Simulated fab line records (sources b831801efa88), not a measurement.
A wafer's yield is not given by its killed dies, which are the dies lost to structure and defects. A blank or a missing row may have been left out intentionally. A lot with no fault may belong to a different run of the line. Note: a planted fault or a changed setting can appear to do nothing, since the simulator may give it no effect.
What tool caused it? ; flow sky130 ; 18 wafers from 6 lots sampled at 2 of the route's 708 steps

== WHAT THE GAUGES READ, wafer by wafer ==
SKY_GATE_OXIDE_TW_MEAS_14.
lot;measured;on;GATE_OXIDE_TW
L132;day 13 22:38;film_metro-04;225.9 226.3 226.7
L134;day 14 19:37;film_metro-04;227.3 226.9 227.8
L136;day 15 11:44;film_metro-04;277.1 276.5 277.6 276.5 275.9 277.4
L146;day 19 10:02;film_metro-04;227.0 226.4 225.6
L148;day 19 20:32;film_metro-03;223.6 223.6 223.6
L151;day 21 07:38;film_metro-02;225.2 223.7 225.8

== WHAT TOOL EACH LOT RAN ON (gives the tool, then ch and the chambers of the sampled wafers, and finally the start) ==
lot;SKY_GATE_OXIDE_IMPLANT_11
L132;implanter-02 ch 0, day 13 22:18
L134;implanter-03 ch 0, day 14 19:16
L136;implanter-02 ch 0, day 15 10:49
L146;implanter-02 ch 0, day 19 09:42
L148;implanter-01 ch 0, day 19 20:12
L151;implanter-03 ch 0, day 21 07:19
- SKY_GATE_OXIDE_IMPLANT_11

== THE ANSWER, worked out from the rows above alone ==
Rule: usual is defined by the lots themselves. The widest of any qualifying gaps counts: lots, ordered by their means at a reading, are off when they make up no more than a third of the lots, leave a main group of 4 or more, and stand apart from it by 3 or more times the standard deviation of that group's means. If all means in a main group match to the digits the tables above print for the reading, that group is not used. Also off: a lot with no number at a reading for which 4 or more lots have one. The other lots that the step has rows for count as sound.
Off: L136, at SKY_GATE_OXIDE_TW_MEAS_14 (GATE_OXIDE_TW). Main group: mean 225.7, sd 1.3.
If a tool, at a process step before that reading, ran all the lots that are off and no sound lot after the first of them, it fits. Those tools and the gauges at SKY_GATE_OXIDE_TW_MEAS_14 are tried in the same way. Not one of the candidates tried fits.

== WHAT THE SIMULATOR HAD INSERTED ==
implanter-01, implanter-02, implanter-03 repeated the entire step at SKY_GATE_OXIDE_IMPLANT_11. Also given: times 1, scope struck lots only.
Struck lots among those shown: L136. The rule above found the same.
